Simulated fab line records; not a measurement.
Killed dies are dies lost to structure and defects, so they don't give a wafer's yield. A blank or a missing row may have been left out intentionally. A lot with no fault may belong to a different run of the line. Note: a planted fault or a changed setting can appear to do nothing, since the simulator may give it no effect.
Which tool did it? :: flow gf180mcu :: 72 wafers from 24 lots sampled at 5 of the route's 602 steps

== WHAT THE GAUGES SHOWED, per wafer ==
GF_V1_OVL_MEAS_15. Usual: V1_OVL typically reads 1 nm, with standard deviation 4.7.
lot: L074
measured: day 18 06:55
on: overlay-02
V1_OVL (nm): -8 -9 -7
flag: 

lot: L075
measured: day 18 16:47
on: overlay-01
V1_OVL (nm): -4 -7 -6
flag: 

lot: L076
measured: day 19 06:16
on: overlay-02
V1_OVL (nm): 0 1 -4
flag: 

lot: L077
measured: day 19 16:41
on: overlay-01
V1_OVL (nm): 5 9 -5
flag: 

lot: L078
measured: day 19 21:09
on: overlay-01
V1_OVL (nm): 4 7 8
flag: 

lot: L079
measured: day 20 14:13
on: overlay-01
V1_OVL (nm): 9 4 11
flag: 

lot: L080
measured: day 20 19:16
on: overlay-01
V1_OVL (nm): -4 -6 -5
flag: 

lot: L081
measured: day 21 02:34
on: overlay-01
V1_OVL (nm): -1 2 5
flag: 

lot: L082
measured: day 21 06:56
on: overlay-01
V1_OVL (nm): 6 -2 -3
flag: 

lot: L083
measured: day 21 22:35
on: overlay-02
V1_OVL (nm): -1 -5 -2
flag: 

lot: L084
measured: day 22 03:23
on: overlay-02
V1_OVL (nm): 6 0 -4
flag: 

lot: L085
measured: day 22 12:53
on: overlay-02
V1_OVL (nm): -1 6 0
flag: 

lot: L086
measured: day 22 16:28
on: overlay-02
V1_OVL (nm): -1 -2 -2
flag: 

lot: L087
measured: day 23 01:15
on: overlay-02
V1_OVL (nm): 4 5 4
flag: 

lot: L088
measured: day 23 10:34
on: overlay-02
V1_OVL (nm): 6 9 8
flag: 

lot: L089
measured: day 23 20:16
on: overlay-02
V1_OVL (nm): -3 -2 -8
flag: 

lot: L090
measured: day 24 03:17
on: overlay-01
V1_OVL (nm): -3 -1 2
flag: 

lot: L091
measured: day 24 12:40
on: overlay-02
V1_OVL (nm): 3 6 1
flag: 

lot: L092
measured: day 24 21:08
on: overlay-01
V1_OVL (nm): -1 5 1
flag: 

lot: L093
measured: day 25 03:37
on: overlay-01
V1_OVL (nm): 4 5 6
flag: 

lot: L094
measured: day 25 09:46
on: overlay-02
V1_OVL (nm): 3 -1 2
flag: 

lot: L095
measured: day 25 16:58
on: overlay-01
V1_OVL (nm): -1 0 2
flag: 

lot: L096
measured: day 26 02:04
on: overlay-01
V1_OVL (nm): 2 -1 5
flag: 

lot: L097
measured: day 26 09:34
on: overlay-01
V1_OVL (nm): 3 2 3
flag: 

GF_V1_THK_MEAS_25: measures by xrf. Usual: V1_W_THK typically reads 366 nm, with standard deviation 4.3.
lot: L074
measured: day 18 07:59
on: film-metro-04
V1_W_THK (nm): 365 364 366
flag: 

lot: L075
measured: day 18 17:59
on: film-metro-04
V1_W_THK (nm): 370 367 367
flag: 

lot: L076
measured: day 19 07:23
on: film-metro-02
V1_W_THK (nm): 364 368 369
flag: 

lot: L077
measured: day 19 17:43
on: film-metro-04
V1_W_THK (nm): 366 369 368
flag: 

lot: L078
measured: day 19 22:11
on: film-metro-04
V1_W_THK (nm): 364 374 370
flag: 

lot: L079
measured: day 20 19:34
on: film-metro-01
V1_W_THK (nm): 366 366 367
flag: 

lot: L080
measured: day 20 20:20
on: film-metro-01
V1_W_THK (nm): 355 353 369
flag: 

lot: L081
measured: day 21 03:37
on: film-metro-04
V1_W_THK (nm): 361 361 362
flag: 

lot: L082
measured: day 21 07:58
on: film-metro-04
V1_W_THK (nm): 365 358 366
flag: 

lot: L083
measured: day 21 23:37
on: film-metro-04
V1_W_THK (nm): 366 357 360
flag: 

lot: L084
measured: day 22 04:25
on: film-metro-02
V1_W_THK (nm): 364 363 365
flag: 

lot: L085
measured: day 22 13:55
on: film-metro-02
V1_W_THK (nm): 369 371 368
flag: 

lot: L086
measured: day 22 17:30
on: film-metro-02
V1_W_THK (nm): 368 363 363
flag: 

lot: L087
measured: day 23 02:18
on: film-metro-01
V1_W_THK (nm): 363 363 366
flag: 

lot: L088
measured: day 23 11:37
on: film-metro-01
V1_W_THK (nm): 360 360 364
flag: 

lot: L089
measured: day 23 21:19
on: film-metro-04
V1_W_THK (nm): 372 368 378
flag: 

lot: L090
measured: day 24 04:40
on: film-metro-04
V1_W_THK (nm): 369 370 364
flag: 

lot: L091
measured: day 24 13:41
on: film-metro-04
V1_W_THK (nm): 367 371 372
flag: 

lot: L092
measured: day 24 22:12
on: film-metro-04
V1_W_THK (nm): 369 367 370
flag: 

lot: L093
measured: day 25 04:44
on: film-metro-01
V1_W_THK (nm): 359 363 360
flag: 

lot: L094
measured: day 25 10:48
on: film-metro-04
V1_W_THK (nm): 367 369 363
flag: 

lot: L095
measured: day 25 18:01
on: film-metro-04
V1_W_THK (nm): 360 363 362
flag: 

lot: L096
measured: day 26 03:13
on: film-metro-02
V1_W_THK (nm): 371 367 370
flag: 

lot: L097
measured: day 26 10:37
on: film-metro-02
V1_W_THK (nm): 363 366 365
flag: 

GF_M4_RS_MEAS_05: uses a four-point probe to measure. Usual: M4_ALCU_RS typically reads 0.0700 ohm/sq, with standard deviation 0.00082.
lot: L074
measured: day 22 15:02
on: film-metro-04
M4_ALCU_RS (ohm/sq): 0.0707 0.0701 0.0706
flag: 

lot: L075
measured: day 22 23:54
on: film-metro-04
M4_ALCU_RS (ohm/sq): 0.0693 0.0694 0.0701
flag: 

lot: L076
measured: day 23 14:37
on: film-metro-04
M4_ALCU_RS (ohm/sq): 0.0705 0.0704 0.0701
flag: 

lot: L077
measured: day 23 23:14
on: film-metro-04
M4_ALCU_RS (ohm/sq): 0.0683 0.0701 0.0697
flag: 

lot: L078
measured: day 24 02:23
on: film-metro-03
M4_ALCU_RS (ohm/sq): 0.0702 0.0697 0.0705
flag: 

lot: L079
measured: day 24 22:13
on: film-metro-03
M4_ALCU_RS (ohm/sq): 0.0727 0.0707 0.0703
flag: 

lot: L080
measured: day 25 01:36
on: film-metro-04
M4_ALCU_RS (ohm/sq): 0.0701 0.0698 0.0705
flag: 

lot: L081
measured: day 25 07:36
on: film-metro-04
M4_ALCU_RS (ohm/sq): 0.0701 0.0699 0.0699
flag: 

lot: L082
measured: day 25 08:35
on: film-metro-04
M4_ALCU_RS (ohm/sq): 0.0700 0.0702 0.0693
flag: 

lot: L083
measured: day 25 23:43
on: film-metro-04
M4_ALCU_RS (ohm/sq): 0.0683 0.0685 0.0693
flag: 

lot: L084
measured: day 26 06:05
on: film-metro-03
M4_ALCU_RS (ohm/sq): 0.0712 0.0704 0.0712
flag: 

lot: L085
measured: day 26 11:44
on: film-metro-02
M4_ALCU_RS (ohm/sq): 0.0700 0.0701 0.0689
flag: 

lot: L086
measured: day 26 15:29
on: film-metro-04
M4_ALCU_RS (ohm/sq): 0.0700 0.0691 0.0697
flag: 

lot: L087
measured: day 26 22:50
on: film-metro-03
M4_ALCU_RS (ohm/sq): 0.0709 0.0713 0.0698
flag: 

lot: L088
measured: day 27 08:40
on: film-metro-04
M4_ALCU_RS (ohm/sq): 0.0705 0.0691 0.0705
flag: 

lot: L089
measured: day 27 16:33
on: film-metro-03
M4_ALCU_RS (ohm/sq): 0.0700 0.0707 0.0702
flag: 

lot: L090
measured: day 27 23:37
on: film-metro-04
M4_ALCU_RS (ohm/sq): 0.0695 0.0695 0.0692
flag: 

lot: L091
measured: day 28 06:35
on: film-metro-03
M4_ALCU_RS (ohm/sq): 0.0700 0.0695 0.0701
flag: 

lot: L092
measured: day 28 16:02
on: film-metro-04
M4_ALCU_RS (ohm/sq): 0.0698 0.0702 0.0704
flag: 

lot: L093
measured: day 28 21:36
on: film-metro-03
M4_ALCU_RS (ohm/sq): 0.0688 0.0689 0.0686
flag: 

lot: L094
measured: day 29 02:23
on: film-metro-02
M4_ALCU_RS (ohm/sq): 0.0695 0.0702 0.0694
flag: 

lot: L095
measured: day 29 09:23
on: film-metro-03
M4_ALCU_RS (ohm/sq): 0.0698 0.0690 0.0688
flag: 

lot: L096
measured: day 29 16:09
on: film-metro-03
M4_ALCU_RS (ohm/sq): 0.0707 0.0713 0.0705
flag: 

lot: L097
measured: day 29 22:19
on: film-metro-04
M4_ALCU_RS (ohm/sq): 0.0692 0.0706 0.0693
flag: 

== WHICH TOOL RAN EACH LOT (tool, then ch and the chambers of the sampled wafers, then the start) ==
lot: L074
GF_V1_STRIP_18: plasma-asher-02 ch 0,1, day 18 07:05
GF_M2_SPUTTER_01: pvd-sputter-03, day 18 08:26

lot: L075
GF_V1_STRIP_18: plasma-asher-03 ch 0,1, day 18 16:58
GF_M2_SPUTTER_01: pvd-sputter-03, day 18 18:27

lot: L076
GF_V1_STRIP_18: plasma-asher-02 ch 0,1, day 19 06:25
GF_M2_SPUTTER_01: pvd-sputter-03, day 19 07:50

lot: L077
GF_V1_STRIP_18: plasma-asher-02 ch 0,1, day 19 16:52
GF_M2_SPUTTER_01: pvd-sputter-03, day 19 18:11

lot: L078
GF_V1_STRIP_18: plasma-asher-03 ch 0,1, day 19 21:20
GF_M2_SPUTTER_01: pvd-sputter-04, day 19 22:38

lot: L079
GF_V1_STRIP_18: plasma-asher-03 ch 0,1, day 20 14:23
GF_M2_SPUTTER_01: pvd-sputter-03, day 20 20:02

lot: L080
GF_V1_STRIP_18: plasma-asher-02 ch 0,1, day 20 19:26
GF_M2_SPUTTER_01: pvd-sputter-03, day 20 20:47

lot: L081
GF_V1_STRIP_18: plasma-asher-02 ch 0,1, day 21 02:44
GF_M2_SPUTTER_01: pvd-sputter-02, day 21 04:04

lot: L082
GF_V1_STRIP_18: plasma-asher-01 ch 0,1, day 21 07:07
GF_M2_SPUTTER_01: pvd-sputter-02, day 21 08:25

lot: L083
GF_V1_STRIP_18: plasma-asher-02 ch 0, day 21 22:45
GF_M2_SPUTTER_01: pvd-sputter-03, day 22 00:05

lot: L084
GF_V1_STRIP_18: plasma-asher-03 ch 0,1, day 22 03:34
GF_M2_SPUTTER_01: pvd-sputter-04, day 22 04:52

lot: L085
GF_V1_STRIP_18: plasma-asher-01 ch 0,1, day 22 13:04
GF_M2_SPUTTER_01: pvd-sputter-02, day 22 14:23

lot: L086
GF_V1_STRIP_18: plasma-asher-03 ch 0,1, day 22 16:38
GF_M2_SPUTTER_01: pvd-sputter-02, day 22 17:58

lot: L087
GF_V1_STRIP_18: plasma-asher-02 ch 0,1, day 23 01:24
GF_M2_SPUTTER_01: pvd-sputter-03, day 23 02:45

lot: L088
GF_V1_STRIP_18: plasma-asher-02 ch 0,1, day 23 10:43
GF_M2_SPUTTER_01: pvd-sputter-02, day 23 12:04

lot: L089
GF_V1_STRIP_18: plasma-asher-02 ch 0,1, day 23 20:26
GF_M2_SPUTTER_01: pvd-sputter-03, day 23 21:46

lot: L090
GF_V1_STRIP_18: plasma-asher-02 ch 1, day 24 03:27
GF_M2_SPUTTER_01: pvd-sputter-02, day 24 05:08

lot: L091
GF_V1_STRIP_18: plasma-asher-03 ch 0,1, day 24 12:49
GF_M2_SPUTTER_01: pvd-sputter-04, day 24 14:09

lot: L092
GF_V1_STRIP_18: plasma-asher-01 ch 0,1, day 24 21:19
GF_M2_SPUTTER_01: pvd-sputter-03, day 24 22:42

lot: L093
GF_V1_STRIP_18: plasma-asher-02 ch 0,1, day 25 03:46
GF_M2_SPUTTER_01: pvd-sputter-02, day 25 05:11

lot: L094
GF_V1_STRIP_18: plasma-asher-01 ch 0, day 25 09:55
GF_M2_SPUTTER_01: pvd-sputter-04, day 25 11:15

lot: L095
GF_V1_STRIP_18: plasma-asher-02 ch 0,1, day 25 17:08
GF_M2_SPUTTER_01: pvd-sputter-02, day 25 18:28

lot: L096
GF_V1_STRIP_18: plasma-asher-01 ch 0,1, day 26 02:13
GF_M2_SPUTTER_01: pvd-sputter-04, day 26 03:40

lot: L097
GF_V1_STRIP_18: plasma-asher-01 ch 0,1, day 26 09:45
GF_M2_SPUTTER_01: pvd-sputter-04, day 26 11:03
- GF_V1_STRIP_18: strips in O2/N2.
- GF_M2_SPUTTER_01: material TiN, target thk 30 nm, time 25 s.

== AS READ BY THE TOOLS THEMSELVES (means over the sampled wafers that have a number; for cases with no such wafer, the mark the record gives instead) ==
GF_V1_STRIP_18. Usual: drypump-motor-current-A 5.8 A, standard deviation 0.41; heater-power-w 306 W, standard deviation 16; oes-product-au 0.593 a.u., standard deviation 0.0055.
lot: L074
tool: plasma-asher-02
drypump-motor-current-A (A): 5.4
heater-power-w (W): 300
oes-product-au (a.u.): 0.595
flag: 

lot: L075
tool: plasma-asher-03
drypump-motor-current-A (A): 6.3
heater-power-w (W): 304
oes-product-au (a.u.): 0.593
flag: 

lot: L076
tool: plasma-asher-02
drypump-motor-current-A (A): 5.5
heater-power-w (W): 305
oes-product-au (a.u.): 0.588
flag: 

lot: L077
tool: plasma-asher-02
drypump-motor-current-A (A): 5.6
heater-power-w (W): 294
oes-product-au (a.u.): 0.590
flag: 

lot: L078
tool: plasma-asher-03
drypump-motor-current-A (A): 6.3
heater-power-w (W): 308
oes-product-au (a.u.): 0.593
flag: 

lot: L079
tool: plasma-asher-03
drypump-motor-current-A (A): 6.5
heater-power-w (W): 305
oes-product-au (a.u.): 0.595
flag: 

lot: L080
tool: plasma-asher-02
drypump-motor-current-A (A): 5.6
heater-power-w (W): 294
oes-product-au (a.u.): 0.596
flag: 

lot: L081
tool: plasma-asher-02
drypump-motor-current-A (A): 5.5
heater-power-w (W): 304
oes-product-au (a.u.): 0.596
flag: 

lot: L082
tool: plasma-asher-01
drypump-motor-current-A (A): 5.8
heater-power-w (W): 319
oes-product-au (a.u.): 0.594
flag: 

lot: L083
tool: plasma-asher-02
drypump-motor-current-A (A): 5.7
heater-power-w (W): 280
oes-product-au (a.u.): 0.592
flag: 

lot: L084
tool: plasma-asher-03
drypump-motor-current-A (A): 6.4
heater-power-w (W): 309
oes-product-au (a.u.): 0.592
flag: 

lot: L085
tool: plasma-asher-01
drypump-motor-current-A (A): 6.1
heater-power-w (W): 320
oes-product-au (a.u.): 0.593
flag: 

lot: L086
tool: plasma-asher-03
drypump-motor-current-A (A): 6.4
heater-power-w (W): 305
oes-product-au (a.u.): 0.594
flag: 

lot: L087
tool: plasma-asher-02
drypump-motor-current-A (A): 5.6
heater-power-w (W): 298
oes-product-au (a.u.): 0.594
flag: 

lot: L088
tool: plasma-asher-02
drypump-motor-current-A (A): 5.6
heater-power-w (W): 292
oes-product-au (a.u.): 0.593
flag: 

lot: L089
tool: plasma-asher-02
drypump-motor-current-A (A): 5.5
heater-power-w (W): 303
oes-product-au (a.u.): 0.598
flag: 

lot: L090
tool: plasma-asher-02
drypump-motor-current-A (A): 5.3
heater-power-w (W): 324
oes-product-au (a.u.): 0.590
flag: 

lot: L091
tool: plasma-asher-03
drypump-motor-current-A (A): 6.3
heater-power-w (W): 302
oes-product-au (a.u.): 0.589
flag: 

lot: L092
tool: plasma-asher-01
drypump-motor-current-A (A): 5.8
heater-power-w (W): 316
oes-product-au (a.u.): 0.595
flag: 

lot: L093
tool: plasma-asher-02
drypump-motor-current-A (A): 5.5
heater-power-w (W): 306
oes-product-au (a.u.): 0.588
flag: 

lot: L094
tool: plasma-asher-01
drypump-motor-current-A (A): 6.3
heater-power-w (W): 321
oes-product-au (a.u.): 0.597
flag: 

lot: L095
tool: plasma-asher-02
drypump-motor-current-A (A): 5.4
heater-power-w (W): 305
oes-product-au (a.u.): 0.591
flag: 

lot: L096
tool: plasma-asher-01
drypump-motor-current-A (A): 5.8
heater-power-w (W): 316
oes-product-au (a.u.): 0.590
flag: 

lot: L097
tool: plasma-asher-01
drypump-motor-current-A (A): 5.8
heater-power-w (W): 325
oes-product-au (a.u.): 0.595
flag: 

GF_M2_SPUTTER_01. Usual: 30.1 % for throttle-valve-pct, sd 0.75.
lot: L074
tool: pvd-sputter-03
throttle-valve-pct (%): 30.1
flag: 

lot: L075
tool: pvd-sputter-03
throttle-valve-pct (%): 29.6
flag: 

lot: L076
tool: pvd-sputter-03
throttle-valve-pct (%): 29.9
flag: 

lot: L077
tool: pvd-sputter-03
throttle-valve-pct (%): 29.4
flag: 

lot: L078
tool: pvd-sputter-04
throttle-valve-pct (%): 29.5
flag: 

lot: L079
tool: pvd-sputter-03
throttle-valve-pct (%): 30.1
flag: 

lot: L080
tool: pvd-sputter-03
throttle-valve-pct (%): 30.1
flag: 

lot: L081
tool: pvd-sputter-02
throttle-valve-pct (%): 31.0
flag: 

lot: L082
tool: pvd-sputter-02
throttle-valve-pct (%): 31.4
flag: 

lot: L083
tool: pvd-sputter-03
throttle-valve-pct (%): 30.1
flag: 

lot: L084
tool: pvd-sputter-04
throttle-valve-pct (%): 29.5
flag: 

lot: L085
tool: pvd-sputter-02
throttle-valve-pct (%): 31.0
flag: 

lot: L086
tool: pvd-sputter-02
throttle-valve-pct (%): 29.8
flag: 

lot: L087
tool: pvd-sputter-03
throttle-valve-pct (%): 29.9
flag: 

lot: L088
tool: pvd-sputter-02
throttle-valve-pct (%): 30.9
flag: 

lot: L089
tool: pvd-sputter-03
throttle-valve-pct (%): 29.8
flag: 

lot: L090
tool: pvd-sputter-02
throttle-valve-pct (%): 30.5
flag: 

lot: L091
tool: pvd-sputter-04
throttle-valve-pct (%): 29.4
flag: 

lot: L092
tool: pvd-sputter-03
throttle-valve-pct (%): 30.3
flag: 

lot: L093
tool: pvd-sputter-02
throttle-valve-pct (%): 30.9
flag: 

lot: L094
tool: pvd-sputter-04
throttle-valve-pct (%): 29.6
flag: 

lot: L095
tool: pvd-sputter-02
throttle-valve-pct (%): 30.8
flag: 

lot: L096
tool: pvd-sputter-04
throttle-valve-pct (%): 29.1
flag: 

lot: L097
tool: pvd-sputter-04
throttle-valve-pct (%): 29.8
flag: 

== THE ANSWER, worked out from the rows above alone ==
Rule: take the mean of a lot's wafers that have a number; if it is more than 3 standard deviations from the usual mean, the lot is off. Also off: a lot with no number at a reading for which 4 or more lots have one. Where the step has rows for the other lots, those lots are counted as sound. The gauges are gone through in route order, then the tools' own readings, and for those a lot's mean is taken as printed above. The first step at which some lot is off is used, and at that step the reading that is off furthest; a lot without a number counts as furthest.
Across all readings shown, no lot is off: no conclusion can be drawn from this.

== WHAT THE SIMULATOR HAD INSERTED ==
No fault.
